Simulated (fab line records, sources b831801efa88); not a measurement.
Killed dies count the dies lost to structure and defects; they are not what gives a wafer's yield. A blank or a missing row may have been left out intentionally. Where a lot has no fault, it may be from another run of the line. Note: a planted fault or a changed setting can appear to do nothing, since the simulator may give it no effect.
fab line records	flow sky130
[record] lots = 7	wafers = 21	lastDay = 50
route steps=708 shown SPACER@306 POLY_CUT@307 PAD_OPEN@708
lots that met no fault: taken from a fault-free run of the same line
startH: hours from the record's first day to the start of the lot's first wafer shown	waitH: hours from the lot's prior step to this one	" identical to the entry in the row above	L1.1+2: one row covering several wafers at once	- no value, or no start given	* or withheld: withheld	< > ~ a bound
route shown NAME@n: NAME is a module with steps in the file, n the number in the route of the first one	usual: mean and standard deviation over wafers with no fault	same: alike in all rows	chamber/n: place in a boat	sites: the reading at each site	_std_site: how widely they spread, as a standard deviation	_edge_site: outer sites' mean less inner sites'	radiusMm: how far each site lies from the wafer's centre	mask NAME#n: copy n	behind: the last tool/chamber to shape the wafer	hold: reason for holding the lot/hours on hold/outcome of the hold	device: transistor that didn't switch, given as n, p or np	end of line: tests of these same wafers at the route's end	a step with no rows: only its recipe	killed: the dies lost at the first sort to structure and to defects; this is not the yield of the wafer	map: dies across one wafer; x = killed, . = not, _ = none there
set.NAME: setting as actually run; set.NAME@STEP: the setting as run at that earlier step	model.NAME: the simulator's own value behind a step, which no gauge read
certain route steps with their lots: each step a table, each wafer a row
services: from which hour (startH, from the record's first day; less than 0 if before it) a tool's chamber was out of use, for how many hours, and why
[[steps]]
[step SKY_SPACER_ETCHBACK_02]
[recipe] chemistry = CH3F/O2	target = Si3N4	stopOn = SiO2	sourceW = 400	biasW = 80	pressureMtorr = 25	ch3fFlowSccm = 40	O2_flow_sccm = 30	timeS = 46.7	targetDepthA = 450
[usual] drypumpMotorCurrentA = 5.8/0.41	oesProductAu = 0.854/0.0063	rfFwdPowerW = 395.2/1.7	throttleValvePct = 10.562/0.0096
lot.wafer	tool	chamber	startH	waitH	drypumpMotorCurrentA	oesProductAu	rfFwdPowerW	rfHoursCounterH	throttleValvePct
L987.3	rieDiel-02	2	553.68	0.0	6.1	0.865	394.3	3	10.558
L987.5	"	2	"	"	6.1	0.857	397.4	-	10.561
L987.6	"	1	"	"	5.7	0.860	393.5	-	10.541
L989.1	rieDiel-04	1	577.06	0.1	6.4	0.844	395.1	2	10.553
L989.2	"	2	"	"	5.7	0.854	394.0	58	10.555
L989.6	"	2	"	"	5.7	0.849	394.5	-	10.567
L999.2	rieDiel-04	2	677.39	0.0	5.7	0.850	395.5	0	10.542
L999.3	"	1	"	"	6.4	0.853	396.4	4	10.536
L999.4	"	3	"	"	5.6	0.856	393.7	43	10.571
L100.3	rieDiel-03	0	682.16	0.0	5.8	0.853	393.7	23	10.564
L100.4	"	3	"	"	5.8	0.853	397.5	5	10.565
L100.6	"	1	"	"	5.3	0.860	396.4	-	10.572
L102.2	rieDiel-02	3	686.52	0.0	6.5	0.853	391.9	49	10.566
L102.3	"	2	"	"	6.1	0.851	396.6	6	10.562
L102.6	"	3	"	"	6.5	0.851	391.8	-	10.549
L103.2	rieDiel-04	3	689.98	0.0	5.6	0.851	393.3	43	10.557
L103.3	"	2	"	"	5.7	0.853	393.2	0	10.567
L103.5	"	2	"	"	5.8	0.848	394.2	-	10.553
L106.2	rieDiel-04	0	721.94	0.0	6.1	0.842	395.2	6	10.557
L106.4	"	1	"	"	6.4	0.845	396.2	5	10.548
L106.6	"	0	"	"	6.0	0.842	395.3	-	10.556
[step SKY_POLY_CUT_DEHYDRATE_00]
[recipe] tempC = 200	timeS = 60
[step SKY_POLY_CUT_HMDS_01]
[recipe] primeTimeS = 60	primeTempC = 120
[step SKY_POLY_CUT_COAT_02]
[recipe] resist = BARC	tempC = withheld	timeS = withheld	spinRpm = 3000	resistThkNm = 60
[step SKY_POLY_CUT_COAT_03]
[recipe] resist = KrF-thick	spinRpm = 3000	resistThkNm = 450
[step SKY_POLY_CUT_SOFTBAKE_04]
[recipe] tempC = 100	timeS = 90	resist = KrF-thick
[step SKY_POLY_CUT_EXPOSE_05]
[recipe] maskId = NPCM	na = 0.8	sourceShape = annular	sigmaInner = 0.55	sigmaOuter = 0.85	targetCdNm = 270	doseMj = 32
[step SKY_POLY_CUT_PEB_06]
[recipe] pebTempC = withheld	pebTimeS = withheld	resist = KrF-thick
[step SKY_POLY_CUT_DEVELOP_07]
[recipe] developTimeS = 60	resist = KrF-thick	devTempC = 20.34
[step SKY_POLY_CUT_CD_MEAS_08]
[recipe] targetCdNm = 270
[usual] cdNm = 269.9/1.5
lot.wafer	tool	chamber	startH	waitH	cdNm
L987.3	cdSem-01	-	583.94	-	271.3
L987.5	"	-	"	"	271.1
L987.6	"	-	"	"	270.9
L989.1	cdSem-02	-	606.80	-	270.3
L989.2	"	-	"	"	269.4
L989.6	"	-	"	"	269.3
L999.2	cdSem-02	-	704.85	-	266.8
L999.3	"	-	"	"	266.5
L999.4	"	-	"	"	267.4
L100.3	cdSem-01	-	710.84	-	267.7
L100.4	"	-	"	"	267.0
L100.6	"	-	"	"	267.9
L102.2	cdSem-02	-	714.20	-	271.3
L102.3	"	-	"	"	271.4
L102.6	"	-	"	"	270.5
L103.2	cdSem-02	-	717.12	-	270.7
L103.3	"	-	"	"	270.7
L103.5	"	-	"	"	270.9
L106.2	cdSem-02	-	748.25	-	269.2
L106.4	"	-	"	"	268.9
L106.6	"	-	"	"	269.9
[step SKY_POLY_CUT_OVL_MEAS_09]
[usual] POLY_CUT_OVL = 4/6
lot.wafer	tool	chamber	startH	waitH	POLY_CUT_OVL[nm]
L987.3	overlay-01	-	584.03	0.1	-6
L987.5	"	-	"	"	0
L987.6	"	-	"	"	4
L989.1	overlay-01	-	606.92	0.1	4
L989.2	"	-	"	"	8
L989.6	"	-	"	"	3
L999.2	overlay-01	-	704.96	0.1	-1
L999.3	"	-	"	"	5
L999.4	"	-	"	"	2
L100.3	overlay-01	-	710.93	0.1	5
L100.4	"	-	"	"	-3
L100.6	"	-	"	"	6
L102.2	overlay-01	-	714.31	0.1	-5
L102.3	"	-	"	"	5
L102.6	"	-	"	"	-3
L103.2	overlay-01	-	717.23	0.1	0
L103.3	"	-	"	"	1
L103.5	"	-	"	"	5
L106.2	overlay-01	-	748.35	0.1	11
L106.4	"	-	"	"	5
L106.6	"	-	"	"	9
[step SKY_POLY_CUT_ETCH_10]
[recipe] chemistry = N2/H2	target = BARC	ionEnergyEv = 200	sourceW = 500	biasW = 100	pressureMtorr = 30	n2FlowSccm = 100	h2FlowSccm = 200	stopOn = SiO2	timeS = 45.9	targetDepthA = 600
[usual] biasW = 100.0/0.32	chamberPressureMTorr = 30.002/0.026	drypumpMotorCurrentA = 5.8/0.46	n2FlowSccm = 100.0/0.31	oesProductAu = 0.855/0.0051	rfFwdPowerW = 494.2/2	throttleValvePct = 13.226/0.0089
lot.wafer	tool	chamber	startH	waitH	biasW	chamberPressureMTorr	drypumpMotorCurrentA	n2FlowSccm	oesProductAu	rfFwdPowerW	rfHoursCounterH	throttleValvePct
L987.3	rieDiel-01	2	584.06	0.0	100.1	29.997	6.1	100.1	0.846	499.4	2	13.222
L987.5	"	2	"	"	100.3	30.053	6.1	99.3	0.849	497.9	-	13.215
L987.6	"	3	"	"	99.9	30.020	6.7	100.4	0.858	495.4	-	13.236
L989.1	rieDiel-03	1	606.96	0.0	100.1	29.957	5.3	99.5	0.857	493.7	7	13.232
L989.2	"	0	"	"	100.0	30.015	5.8	99.8	0.851	491.2	21	13.225
L989.6	"	3	"	"	99.2	30.034	5.8	99.7	0.865	494.7	-	13.219
L999.2	rieDiel-03	2	704.99	0.0	99.7	29.973	5.0	99.3	0.857	492.8	49	13.229
L999.3	"	1	"	"	100.1	30.006	5.3	100.0	0.854	493.3	10	13.230
L999.4	"	0	"	"	100.1	29.998	5.8	100.0	0.856	494.2	23	13.228
L100.3	rieDiel-01	1	710.96	0.0	100.0	30.063	5.7	100.3	0.862	496.0	45	13.231
L100.4	"	2	"	"	99.7	30.001	6.1	100.0	0.852	497.8	6	13.219
L100.6	"	2	"	"	99.9	29.972	6.1	99.9	0.851	494.4	-	13.234
L102.2	rieDiel-04	1	714.34	0.0	99.3	29.981	6.5	100.2	0.855	492.2	5	13.222
L102.3	"	3	"	"	100.0	30.044	5.6	99.8	0.858	493.7	44	13.218
L102.6	"	3	"	"	99.7	30.046	5.6	99.8	0.852	490.7	-	13.226
L103.2	rieDiel-01	1	717.26	0.0	100.1	29.968	5.7	99.8	0.853	494.8	46	13.224
L103.3	"	3	"	"	100.0	30.014	6.7	99.8	0.850	493.1	8	13.238
L103.5	"	1	"	"	100.1	29.949	5.7	99.9	0.849	494.3	-	13.219
L106.2	rieDiel-04	2	748.38	0.0	100.0	29.975	5.7	100.2	0.851	495.0	2	13.252
L106.4	"	2	"	"	99.8	29.996	5.8	100.0	0.858	494.7	-	13.221
L106.6	"	1	"	"	99.9	29.955	6.4	99.8	0.855	493.8	-	13.221
[step SKY_POLY_CUT_ETCH_11]
[recipe] target = Si3N4	chemistry = CF4/CH2F2/Ar	stopOn = poly-Si	sourceW = 600	biasW = 150	pressureMtorr = 40	cf4FlowSccm = 40	ch2f2FlowSccm = 20	Ar_flow_sccm = 150	timeS = 42.5	targetDepthA = 600
[usual] biasW = 150.0/0.41	cf4FlowSccm = 40.01/0.11	drypumpMotorCurrentA = 5.8/0.46	oesProductAu = 0.831/0.0061	rfFwdPowerW = 593.1/2.2	throttleValvePct = 14.993/0.0093
lot.wafer	tool	chamber	startH	waitH	biasW	cf4FlowSccm	drypumpMotorCurrentA	oesProductAu	rfFwdPowerW	rfHoursCounterH	throttleValvePct
L987.3	rieDiel-01	2	584.10	0.0	150.1	40.01	6.1	0.837	595.1	2	15.002
L987.5	"	2	"	"	149.6	39.92	6.1	0.837	595.3	-	14.990
L987.6	"	3	"	"	149.7	39.99	6.7	0.837	593.5	-	14.998
L989.1	rieDiel-03	1	607.00	0.0	151.0	39.82	5.3	0.837	592.2	7	14.996
L989.2	"	0	"	"	149.9	39.95	5.8	0.841	594.5	21	14.988
L989.6	"	3	"	"	150.1	40.13	5.8	0.832	593.9	-	14.996
L999.2	rieDiel-03	2	705.03	0.0	-	-	-	-	-	-	-
L999.3	"	1	"	"	-	-	-	-	-	-	-
L999.4	"	0	"	"	-	-	-	-	-	-	-
L100.3	rieDiel-01	1	711.00	0.0	-	-	-	-	-	-	-
L100.4	"	2	"	"	-	-	-	-	-	-	-
L100.6	"	2	"	"	-	-	-	-	-	-	-
L102.2	rieDiel-04	1	714.38	0.0	-	-	-	-	-	-	-
L102.3	"	3	"	"	-	-	-	-	-	-	-
L102.6	"	3	"	"	-	-	-	-	-	-	-
L103.2	rieDiel-01	1	717.30	0.0	150.3	40.06	5.7	0.830	594.5	46	14.990
L103.3	"	3	"	"	149.8	40.01	6.7	0.831	593.1	8	15.007
L103.5	"	1	"	"	150.7	40.06	5.7	0.823	592.9	-	15.001
L106.2	rieDiel-04	2	748.42	0.0	149.8	39.92	5.8	0.825	593.2	2	14.984
L106.4	"	2	"	"	150.1	39.97	5.8	0.834	593.2	-	14.991
L106.6	"	1	"	"	150.0	39.95	6.5	0.826	592.6	-	14.983
[step SKY_POLY_CUT_STRIP_12]
[recipe] chemistry = O2/N2	powerW = 1400	pressureMtorr = 1500	platenTempC = withheld	o2FlowSccm = 3000	n2FlowSccm = 300	overashFraction = 0.5
[usual] drypumpMotorCurrentA = 6.0/0.49	n2FlowSccm = 299.9/0.84	oesProductAu = 0.452/0.0044	stripTimeToEndpointS = 5.355/0.017
lot.wafer	tool	chamber	startH	waitH	drypumpMotorCurrentA	n2FlowSccm	oesProductAu	rfHoursCounterH	stripTimeToEndpointS
L987.3	plasmaAsher-03	1	584.17	0.1	6.5	300.7	0.449	-	5.348
L987.5	"	0	"	"	5.5	299.0	0.449	-	5.349
L987.6	"	1	"	"	6.5	298.8	0.447	-	5.346
L989.1	plasmaAsher-02	0	607.04	0.0	5.5	299.4	0.453	91	5.335
L989.2	"	1	"	"	6.4	300.7	0.452	91	5.340
L989.6	"	1	"	"	6.4	300.0	0.454	-	5.345
L999.2	plasmaAsher-03	0	705.07	0.0	5.5	299.6	0.452	79	5.355
L999.3	"	1	"	"	6.4	299.5	0.463	-	5.343
L999.4	"	0	"	"	5.5	302.0	0.460	-	5.365
L100.3	plasmaAsher-01	0	711.07	0.1	5.5	300.7	0.449	-	5.360
L100.4	"	1	"	"	6.4	299.6	0.456	-	5.357
L100.6	"	1	"	"	6.4	299.3	0.449	-	5.364
L102.2	plasmaAsher-03	1	714.42	0.0	6.5	300.1	0.454	80	5.358
L102.3	"	1	"	"	6.5	297.9	0.454	-	5.340
L102.6	"	1	"	"	6.5	299.0	0.451	-	5.338
L103.2	plasmaAsher-02	0	717.34	0.0	5.4	299.4	0.456	102	5.351
L103.3	"	1	"	"	6.4	300.2	0.447	-	5.338
L103.5	"	1	"	"	6.5	298.7	0.451	-	5.352
L106.2	plasmaAsher-01	1	748.46	0.0	6.4	300.4	0.453	65	5.343
L106.4	"	1	"	"	6.3	299.3	0.451	-	5.362
L106.6	"	0	"	"	5.5	300.5	0.443	-	5.370
[step SKY_PAD_OPEN_PROBE_99]
[usual] killed_at_M0_to_M3 = 43/5.9	killed_at_M4_up = 3.3/1.9	killedAtContacts = 24/5.6	killedAtFrontEnd = 15/4.1	killedAtOther = 0.4/0.66	killedDies = 86/9	killedOnRim = 17/3.7	killedOpen = 47/6.9	killedShort = 39/6.2
[same] grossDies = 492	killedAtBackSide = 0
lot.wafer	tool	chamber	startH	waitH	killed_at_M0_to_M3	killed_at_M4_up	killedAtContacts	killedAtFrontEnd	killedAtOther	killedDies	killedOnRim	killedOpen	killedShort
L999.2	prober-01	-	1167.92	0.1	46	6	26	414	0	492	96	47	44
L999.3	prober-01	-	1167.97	0.2	47	0	32	413	0	492	96	54	43
L999.4	prober-01	-	1168.02	0.2	37	8	32	415	0	492	96	46	44
L100.3	prober-02	-	1176.78	0.2	52	2	26	411	1	492	96	42	49
L100.4	prober-02	-	1176.83	0.2	31	2	28	431	0	492	96	38	35
L100.6	prober-02	-	1176.93	0.2	38	5	22	426	1	492	96	39	35
L102.2	prober-01	-	1177.72	0.1	55	8	22	407	0	492	96	51	42
L102.3	prober-01	-	1177.77	0.2	47	3	42	400	0	492	96	67	39
L102.6	prober-01	-	1177.92	0.2	42	2	20	428	0	492	96	42	34
// killed by level:class
L999.2 POLY_CUT:areaEtch=401 VIA1:geometricParticle:open=11 CONTACT:geometricParticle:open=9 LI_CONTACT:geometricParticle:open=7 VIA3:geometricParticle:open=7 POLY_GATE:geometricParticle:short=6 METAL4:geometricParticle:short=6 LOCAL_INTERCONNECT:geometricParticle:short=5
L999.3 POLY_CUT:areaEtch=395 CONTACT:geometricParticle:open=10 VIA1:geometricParticle:open=9 LI_CONTACT:geometricParticle:open=9 VIA1:geometricParticle:short=8 VIA2:geometricParticle:open=8 METAL1:geometricParticle:short=6 POLY_GATE:geometricParticle:short=5
L999.4 POLY_CUT:areaEtch=402 CONTACT:geometricParticle:open=14 LI_CONTACT:geometricParticle:open=8 METAL2:geometricParticle:short=7 VIA1:geometricParticle:open=7 POLY_GATE:geometricParticle:short=6 METAL4:geometricParticle:short=6 CONTACT:geometricParticle:short=5
L100.3 POLY_CUT:areaEtch=399 CONTACT:geometricParticle:open=11 VIA1:geometricParticle:open=10 METAL1:geometricParticle:short=8 VIA2:geometricParticle:short=5 METAL2:geometricParticle:short=5 VIA3:geometricParticle:open=5 FIELD_ISO:geometricParticle:short=4
L100.4 POLY_CUT:areaEtch=418 METAL2:geometricParticle:short=8 CONTACT:geometricParticle:open=7 LI_CONTACT:geometricParticle:open=6 CONTACT:geometricParticle:short=6 LOCAL_INTERCONNECT:geometricParticle:short=5 FIELD_ISO:geometricParticle:open=4 FIELD_ISO:geometricParticle:short=4
L100.6 POLY_CUT:areaEtch=416 CONTACT:geometricParticle:open=7 LI_CONTACT:geometricParticle:open=7 VIA3:geometricParticle:open=7 VIA3:geometricParticle:short=7 VIA1:geometricParticle:open=6 VIA2:geometricParticle:open=6 CONTACT:geometricParticle:short=5
L102.2 POLY_CUT:areaEtch=399 VIA3:geometricParticle:open=12 VIA1:geometricParticle:open=11 VIA2:geometricParticle:open=8 LI_CONTACT:geometricParticle:open=7 METAL2:geometricParticle:short=7 CONTACT:geometricParticle:open=6 METAL4:geometricParticle:short=6
L102.3 POLY_CUT:areaEtch=385 CONTACT:geometricParticle:open=20 VIA1:geometricParticle:open=17 LI_CONTACT:geometricParticle:open=13 FIELD_ISO:geometricParticle:open=6 VIA1:geometricParticle:short=6 METAL2:geometricParticle:short=5 LI_CONTACT:geometricParticle:short=5
L102.6 POLY_CUT:areaEtch=415 CONTACT:geometricParticle:open=11 VIA1:geometricParticle:open=10 METAL2:geometricParticle:short=8 VIA3:geometricParticle:open=6 METAL1:geometricParticle:short=5 FIELD_ISO:geometricParticle:open=4 CONTACT:geometricParticle:short=4
// map L999.2 (x killed, . not)
__________xxxxxxxxxx_________
________xxxxxxxxxxxxxx_______
______xxxxxxxxxxxxxxxxxx_____
_____xxxxxxxxxxxxxxxxxxxx____
____xxxxxxxxxxxxxxxxxxxxxx___
___xxxxxxxxxxxxxxxxxxxxxxxx__
__xxxxxxxxxxxxxxxxxxxxxxxxxx_
_xxxxxxxxxxxxxxxxxxxxxxxxxxxx
_xxxxxxxxxxxxxxxxxxxxxxxxxxxx
_xxxxxxxxxxxxxxxxxxxxxxxxxxxx
_xxxxxxxxxxxxxxxxxxxxxxxxxxxx
_xxxxxxxxxxxxxxxxxxxxxxxxxxxx
_xxxxxxxxxxxxxxxxxxxxxxxxxxxx
_xxxxxxxxxxxxxxxxxxxxxxxxxxxx
_xxxxxxxxxxxxxxxxxxxxxxxxxxxx
__xxxxxxxxxxxxxxxxxxxxxxxxxx_
___xxxxxxxxxxxxxxxxxxxxxxxx__
____xxxxxxxxxxxxxxxxxxxxxx___
_____xxxxxxxxxxxxxxxxxxxx____
______xxxxxxxxxxxxxxxxxx_____
________xxxxxxxxxxxxxx_______
__________xxxxxxxxxx_________
// map L100.3 (x killed, . not)
__________xxxxxxxxxx_________
________xxxxxxxxxxxxxx_______
______xxxxxxxxxxxxxxxxxx_____
_____xxxxxxxxxxxxxxxxxxxx____
____xxxxxxxxxxxxxxxxxxxxxx___
___xxxxxxxxxxxxxxxxxxxxxxxx__
__xxxxxxxxxxxxxxxxxxxxxxxxxx_
_xxxxxxxxxxxxxxxxxxxxxxxxxxxx
_xxxxxxxxxxxxxxxxxxxxxxxxxxxx
_xxxxxxxxxxxxxxxxxxxxxxxxxxxx
_xxxxxxxxxxxxxxxxxxxxxxxxxxxx
_xxxxxxxxxxxxxxxxxxxxxxxxxxxx
_xxxxxxxxxxxxxxxxxxxxxxxxxxxx
_xxxxxxxxxxxxxxxxxxxxxxxxxxxx
_xxxxxxxxxxxxxxxxxxxxxxxxxxxx
__xxxxxxxxxxxxxxxxxxxxxxxxxx_
___xxxxxxxxxxxxxxxxxxxxxxxx__
____xxxxxxxxxxxxxxxxxxxxxx___
_____xxxxxxxxxxxxxxxxxxxx____
______xxxxxxxxxxxxxxxxxx_____
________xxxxxxxxxxxxxx_______
__________xxxxxxxxxx_________
[[services]]
tool	chamber	startH	hours	kind
plasmaAsher-02	-	532.22	3.3	repair
plasmaAsher-02	-	550.34	2.8	pm
rieDiel-04	-	563.86	0.3	repair
plasmaAsher-03	-	569.85	1.9	repair
rieDiel-04	2	596.89	9.0	repair
rieDiel-03	-	633.19	0.6	repair
plasmaAsher-03	-	635.21	1.6	repair
rieDiel-04	-	652.86	0.4	repair
rieDiel-04	-	658.42	0.2	repair
rieDiel-04	2	659.44	-	clean
rieDiel-04	2	659.44	15.0	scheduledDown
rieDiel-04	2	659.44	15.0	ventCycle
rieDiel-02	0	659.66	2.0	repair
rieDiel-02	0	663.23	6.7	repair
rieDiel-01	2	675.07	2.5	repair
rieDiel-02	1	703.15	9.9	repair
rieDiel-04	-	709.87	0.5	repair
rieDiel-02	2	731.39	5.1	repair
plasmaAsher-02	-	733.75	9.0	pm
plasmaAsher-02	-	737.72	0.4	repair
rieDiel-04	3	738.78	-	clean
rieDiel-04	3	738.78	20.8	scheduledDown
rieDiel-02	-	742.38	14.6	pm
plasmaAsher-02	-	747.12	1.4	repair
[[key]]
[firstSign] step = SKY_POLY_CUT_ETCH_11	reading = toolRecord	direction = missing
[effect] step = SKY_PAD_OPEN_PROBE_99	reading = killedAtFrontEnd	direction = up	sigmas = 98	usual = 15	struck = 416
[moreKillsBornAt] SKY_POLY_CUT_ETCH_11@rieDiel-01 = 1233	SKY_POLY_CUT_ETCH_11@rieDiel-04 = 1199	SKY_POLY_CUT_ETCH_11@rieDiel-03 = 1198
metAt SKY_POLY_CUT_ETCH_11
struckWafers L999.2,L999.3,L999.4,L100.3,L100.4,L100.6,L102.2,L102.3,L102.6
laterRowsLeftOut L999.2,L999.3,L999.4,L100.3,L100.4,L100.6,L102.2,L102.3,L102.6
testerLeftOut L999,L100,L102
onsetBetween 607.00 705.03
[fault] kind = skippedStepWhole	tool = rieDiel-01,rieDiel-03,rieDiel-04	chamber = -	onsetH = 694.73	steps = SKY_POLY_CUT_ETCH_11	scope = struckLotsOnly
// testerLeftOut: of these lots the tester's yield and bins aren't shown, on N5 and GAA mostly nor the transistor test; their killed dies are dies lost to structure and defects alone, not to doping, threshold or leakage, so they don't give the yield
// laterRowsLeftOut: the simulator's readings of these wafers behind a module that went badly wrong aren't trusted and aren't shown, but for the sort
